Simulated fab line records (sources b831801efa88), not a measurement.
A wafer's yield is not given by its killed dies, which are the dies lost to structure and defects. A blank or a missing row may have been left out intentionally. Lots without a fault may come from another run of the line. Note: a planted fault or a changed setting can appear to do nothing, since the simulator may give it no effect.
What tool caused it? / flow gf180mcu / Sampling: 12 lots, 36 wafers, 7 of 602 route steps

## WHAT THE GAUGES SHOWED, per wafer
GF_VT_IMPLANT_OVL_MEAS_07. Usual: for VT_IMPLANT_OVL the level is -0.9 nm and the standard deviation is 1.5.
lot=L171; measured=day 5 21:17; on=overlay-01; VT_IMPLANT_OVL (nm)=0.4 -1.3 -0.3; flag=
lot=L172; measured=day 6 05:32; on=overlay-01; VT_IMPLANT_OVL (nm)=-2.5 -1.7 -2.1; flag=
lot=L173; measured=day 6 11:51; on=overlay-01; VT_IMPLANT_OVL (nm)=-2.8 -3.4 -0.4; flag=
lot=L174; measured=day 6 17:32; on=overlay-02; VT_IMPLANT_OVL (nm)=-1.7 -1.8 0.0; flag=
lot=L175; measured=day 7 01:11; on=overlay-01; VT_IMPLANT_OVL (nm)=-3.6 -2.3 -0.7; flag=
lot=L177; measured=day 7 10:56; on=overlay-02; VT_IMPLANT_OVL (nm)=-1.0 2.3 1.1; flag=
lot=L185; measured=day 9 11:00; on=overlay-02; VT_IMPLANT_OVL (nm)=0.5 0.9 1.0; flag=
lot=L187; measured=day 9 20:38; on=overlay-01; VT_IMPLANT_OVL (nm)=-2.7 -3.1 -3.1; flag=
lot=L189; measured=day 10 09:20; on=overlay-02; VT_IMPLANT_OVL (nm)=1.3 -1.4 -1.5; flag=
lot=L191; measured=day 10 21:53; on=overlay-01; VT_IMPLANT_OVL (nm)=0.9 0.9 -2.0; flag=
lot=L192; measured=day 11 02:17; on=overlay-01; VT_IMPLANT_OVL (nm)=-2.6 -1.6 -3.0; flag=
lot=L193; measured=day 11 09:08; on=overlay-01; VT_IMPLANT_OVL (nm)=0.1 -1.3 -0.5; flag=

GF_HV_LDD_CD_MEAS_31 targets a cd of 400 nm. Usual: cd-nm reads 400.1 nm (standard deviation 2.1).
lot=L171; measured=day 12 06:19; on=cd-sem-02; cd-nm (nm)=402.0 403.0 402.9; flag=
lot=L172; measured=day 12 20:24; on=cd-sem-02; cd-nm (nm)=401.9 399.7 400.8; flag=
lot=L173; measured=day 12 19:26; on=cd-sem-01; cd-nm (nm)=399.5 403.1 400.2; flag=
lot=L174; measured=day 13 02:49; on=cd-sem-02; cd-nm (nm)=399.6 397.0 400.6; flag=
lot=L175; measured=day 13 13:44; on=cd-sem-02; cd-nm (nm)=- - -; flag=OFF
lot=L177; measured=day 14 02:40; on=cd-sem-01; cd-nm (nm)=- - -; flag=OFF
lot=L185; measured=day 16 18:50; on=cd-sem-01; cd-nm (nm)=403.3 403.5 402.4; flag=
lot=L187; measured=day 17 01:03; on=cd-sem-01; cd-nm (nm)=399.9 403.0 402.4; flag=
lot=L189; measured=day 17 18:37; on=cd-sem-01; cd-nm (nm)=401.6 400.9 398.1; flag=
lot=L191; measured=day 18 03:53; on=cd-sem-01; cd-nm (nm)=401.3 401.6 402.1; flag=
lot=L192; measured=day 18 14:25; on=cd-sem-02; cd-nm (nm)=400.1 401.7 400.2; flag=
lot=L193; measured=day 18 15:28; on=cd-sem-01; cd-nm (nm)=399.4 398.5 397.5; flag=

GF_HV_LDD_OVL_MEAS_32. Usual: for HV_LDD_02_OVL the level is 0.7 nm and the standard deviation is 1.2.
lot=L171; measured=day 12 06:25; on=overlay-02; HV_LDD_02_OVL (nm)=1.3 0.0 0.1; flag=
lot=L172; measured=day 12 20:31; on=overlay-02; HV_LDD_02_OVL (nm)=2.1 2.2 2.4; flag=
lot=L173; measured=day 12 19:34; on=overlay-02; HV_LDD_02_OVL (nm)=0.7 1.2 -1.0; flag=
lot=L174; measured=day 13 02:55; on=overlay-01; HV_LDD_02_OVL (nm)=2.1 1.5 2.9; flag=
lot=L175; measured=day 13 13:52; on=overlay-02; HV_LDD_02_OVL (nm)=- - -; flag=OFF
lot=L177; measured=day 14 02:46; on=overlay-01; HV_LDD_02_OVL (nm)=- - -; flag=OFF
lot=L185; measured=day 16 18:56; on=overlay-01; HV_LDD_02_OVL (nm)=0.1 1.0 0.7; flag=
lot=L187; measured=day 17 01:10; on=overlay-02; HV_LDD_02_OVL (nm)=2.3 2.3 2.5; flag=
lot=L189; measured=day 17 18:43; on=overlay-01; HV_LDD_02_OVL (nm)=1.4 -0.5 -0.2; flag=
lot=L191; measured=day 18 04:01; on=overlay-01; HV_LDD_02_OVL (nm)=0.4 0.4 0.1; flag=
lot=L192; measured=day 18 14:32; on=overlay-01; HV_LDD_02_OVL (nm)=2.4 -1.4 1.4; flag=
lot=L193; measured=day 18 15:35; on=overlay-01; HV_LDD_02_OVL (nm)=0.8 -0.5 -0.7; flag=

GF_HV_LDD_TW_MEAS_38. Usual: for HV_LDD_3_TW the level is 1445 and the standard deviation is 5.6.
lot=L171; measured=day 12 07:10; on=film-metro-01; HV_LDD_3_TW=1445 1447 1448; flag=
lot=L172; measured=day 12 21:16; on=film-metro-01; HV_LDD_3_TW=1451 1444 1444; flag=
lot=L173; measured=day 12 20:18; on=film-metro-04; HV_LDD_3_TW=1444 1445 1452; flag=
lot=L174; measured=day 13 03:39; on=film-metro-03; HV_LDD_3_TW=1448 1449 1449; flag=
lot=L175; measured=day 13 14:36; on=film-metro-04; HV_LDD_3_TW=30 30 30 30 30 30; flag=OFF
lot=L177; measured=day 14 03:31; on=film-metro-03; HV_LDD_3_TW=30 30 30 30 30 30; flag=OFF
lot=L185; measured=day 16 19:41; on=film-metro-01; HV_LDD_3_TW=1438 1439 1438; flag=
lot=L187; measured=day 17 01:54; on=film-metro-01; HV_LDD_3_TW=1433 1443 1435; flag=
lot=L189; measured=day 17 19:28; on=film-metro-03; HV_LDD_3_TW=1436 1433 1442; flag=
lot=L191; measured=day 18 04:45; on=film-metro-04; HV_LDD_3_TW=1455 1455 1449; flag=
lot=L192; measured=day 18 15:16; on=film-metro-04; HV_LDD_3_TW=1446 1452 1443; flag=
lot=L193; measured=day 18 16:19; on=film-metro-01; HV_LDD_3_TW=1444 1444 1438; flag=

GF_PSD_RS_MEAS_15: measures by four-point-probe. Usual: for PSD_RS the level is 108.66 ohm/sq and the standard deviation is 0.3.
lot=L171; measured=day 14 22:17; on=film-metro-01; PSD_RS (ohm/sq)=108.95 108.55 108.69; flag=
lot=L172; measured=day 15 13:31; on=film-metro-04; PSD_RS (ohm/sq)=108.63 109.06 109.07; flag=
lot=L173; measured=day 15 12:54; on=film-metro-01; PSD_RS (ohm/sq)=108.40 108.56 108.62; flag=
lot=L174; measured=day 15 21:40; on=film-metro-02; PSD_RS (ohm/sq)=108.91 108.78 108.95; flag=
lot=L185; measured=day 19 22:19; on=film-metro-04; PSD_RS (ohm/sq)=108.74 108.95 108.90; flag=
lot=L187; measured=day 20 04:40; on=film-metro-02; PSD_RS (ohm/sq)=108.18 108.38 108.50; flag=
lot=L189; measured=day 21 03:36; on=film-metro-01; PSD_RS (ohm/sq)=108.60 108.26 108.73; flag=
lot=L191; measured=day 21 08:46; on=film-metro-01; PSD_RS (ohm/sq)=109.25 108.84 108.95; flag=
lot=L192; measured=day 21 19:20; on=film-metro-04; PSD_RS (ohm/sq)=108.31 108.02 108.36; flag=
lot=L193; measured=day 21 19:46; on=film-metro-01; PSD_RS (ohm/sq)=108.86 108.84 108.80; flag=

## TOOL THAT RAN EACH LOT (tool first, then ch and the chambers of the sampled wafers, then the start)
lot=L171; GF_HV_LDD_DEVELOP_30=litho-track-04 ch 0, day 12 06:10; GF_HV_LDD_ETCHBACK_58=rie-diel-04 ch 0,2, day 13 05:15
lot=L172; GF_HV_LDD_DEVELOP_30=litho-track-04 ch 0, day 12 20:11; GF_HV_LDD_ETCHBACK_58=rie-diel-01 ch 0,2,3, day 13 20:13
lot=L173; GF_HV_LDD_DEVELOP_30=litho-track-04 ch 0, day 12 19:17; GF_HV_LDD_ETCHBACK_58=rie-diel-01 ch 0,2, day 13 18:10
lot=L174; GF_HV_LDD_DEVELOP_30=litho-track-03 ch 0, day 13 02:40; GF_HV_LDD_ETCHBACK_58=rie-diel-04 ch 0,1, day 14 01:49
lot=L175; GF_HV_LDD_DEVELOP_30=litho-track-04 ch 0, day 13 13:35; GF_HV_LDD_ETCHBACK_58=-
lot=L177; GF_HV_LDD_DEVELOP_30=litho-track-04 ch 0, day 14 02:31; GF_HV_LDD_ETCHBACK_58=-
lot=L185; GF_HV_LDD_DEVELOP_30=litho-track-02 ch 0, day 16 18:42; GF_HV_LDD_ETCHBACK_58=rie-diel-04 ch 1,3, day 17 21:52
lot=L187; GF_HV_LDD_DEVELOP_30=litho-track-03 ch 0, day 17 00:55; GF_HV_LDD_ETCHBACK_58=rie-diel-04 ch 0,2,3, day 18 04:17
lot=L189; GF_HV_LDD_DEVELOP_30=litho-track-03 ch 0, day 17 18:29; GF_HV_LDD_ETCHBACK_58=rie-diel-02 ch 2,3, day 18 23:38
lot=L191; GF_HV_LDD_DEVELOP_30=litho-track-04 ch 0, day 18 03:44; GF_HV_LDD_ETCHBACK_58=rie-diel-04 ch 0,1,3, day 19 07:39
lot=L192; GF_HV_LDD_DEVELOP_30=litho-track-02 ch 0, day 18 14:17; GF_HV_LDD_ETCHBACK_58=rie-diel-04 ch 0,1,2, day 19 18:40
lot=L193; GF_HV_LDD_DEVELOP_30=litho-track-02 ch 0, day 18 15:20; GF_HV_LDD_ETCHBACK_58=rie-diel-04 ch 2,3, day 19 19:21
- GF_HV_LDD_DEVELOP_30: develop time 60 s.
- GF_HV_LDD_ETCHBACK_58: etches Si3N4 in CH3F/O2, stops on SiO2, time 100 s, target depth 90 nm.

## WHAT THE TOOLS THEMSELVES READ (means of the sampled wafers that have a number; where no wafer has one, the mark that the record gives instead)
GF_HV_LDD_ETCHBACK_58. Usual: ch3f-flow-sccm 40.00 sccm, standard deviation 0.13; chamber-pressure-mTorr 25.00 mTorr, standard deviation 0.031; drypump-motor-current-A 5.7 A, standard deviation 0.4; oes-product-au 0.844 a.u., standard deviation 0.0063; throttle-valve-pct 10.561 %, standard deviation 0.01.
lot=L171; tool=rie-diel-04; ch3f-flow-sccm (sccm)=40.05; chamber-pressure-mTorr (mTorr)=24.98; drypump-motor-current-A (A)=5.9; oes-product-au (a.u.)=0.845; throttle-valve-pct (%)=10.563; flag=
lot=L172; tool=rie-diel-01; ch3f-flow-sccm (sccm)=40.02; chamber-pressure-mTorr (mTorr)=25.00; drypump-motor-current-A (A)=5.3; oes-product-au (a.u.)=0.847; throttle-valve-pct (%)=10.559; flag=
lot=L173; tool=rie-diel-01; ch3f-flow-sccm (sccm)=40.12; chamber-pressure-mTorr (mTorr)=25.00; drypump-motor-current-A (A)=5.3; oes-product-au (a.u.)=0.830; throttle-valve-pct (%)=10.564; flag=
lot=L174; tool=rie-diel-04; ch3f-flow-sccm (sccm)=40.13; chamber-pressure-mTorr (mTorr)=25.01; drypump-motor-current-A (A)=5.9; oes-product-au (a.u.)=0.837; throttle-valve-pct (%)=10.556; flag=
lot=L185; tool=rie-diel-04; ch3f-flow-sccm (sccm)=39.96; chamber-pressure-mTorr (mTorr)=25.00; drypump-motor-current-A (A)=5.6; oes-product-au (a.u.)=0.848; throttle-valve-pct (%)=10.571; flag=
lot=L187; tool=rie-diel-04; ch3f-flow-sccm (sccm)=39.97; chamber-pressure-mTorr (mTorr)=24.99; drypump-motor-current-A (A)=5.8; oes-product-au (a.u.)=0.843; throttle-valve-pct (%)=10.558; flag=
lot=L189; tool=rie-diel-02; ch3f-flow-sccm (sccm)=39.96; chamber-pressure-mTorr (mTorr)=25.01; drypump-motor-current-A (A)=6.4; oes-product-au (a.u.)=0.840; throttle-valve-pct (%)=10.565; flag=
lot=L191; tool=rie-diel-04; ch3f-flow-sccm (sccm)=39.99; chamber-pressure-mTorr (mTorr)=25.00; drypump-motor-current-A (A)=5.8; oes-product-au (a.u.)=0.851; throttle-valve-pct (%)=10.563; flag=
lot=L192; tool=rie-diel-04; ch3f-flow-sccm (sccm)=40.07; chamber-pressure-mTorr (mTorr)=25.00; drypump-motor-current-A (A)=5.7; oes-product-au (a.u.)=0.835; throttle-valve-pct (%)=10.565; flag=
lot=L193; tool=rie-diel-04; ch3f-flow-sccm (sccm)=40.01; chamber-pressure-mTorr (mTorr)=24.97; drypump-motor-current-A (A)=5.5; oes-product-au (a.u.)=0.842; throttle-valve-pct (%)=10.565; flag=

## THE ANSWER, worked out from the rows above alone
Rule: a lot is off if the mean of its wafers that have a number lies more than 3 standard deviations from the usual mean. Also off: a lot with no number at a reading for which 4 or more lots have one. The other lots that the step has rows for count as sound. After the gauges, taken in route order, come the tools' own readings; for these a lot's mean is taken, as printed above. The first step at which some lot is off is used, and at that step the reading that is off furthest; a lot without a number counts as furthest.
Off: L175, L177, at GF_HV_LDD_CD_MEAS_31 (cd-nm). Without a number there: L175, L177.
A tool fits if, at a process step before that reading, it ran every lot that is off, and no sound lot after the first of them. The gauges at GF_HV_LDD_CD_MEAS_31 aren't tried: what is off there is off at GF_HV_LDD_OVL_MEAS_32 too, on other tools, and a gauge's error can't cause that. No candidate that was tried fits.

## WHAT WAS PUT IN BY THE SIMULATOR
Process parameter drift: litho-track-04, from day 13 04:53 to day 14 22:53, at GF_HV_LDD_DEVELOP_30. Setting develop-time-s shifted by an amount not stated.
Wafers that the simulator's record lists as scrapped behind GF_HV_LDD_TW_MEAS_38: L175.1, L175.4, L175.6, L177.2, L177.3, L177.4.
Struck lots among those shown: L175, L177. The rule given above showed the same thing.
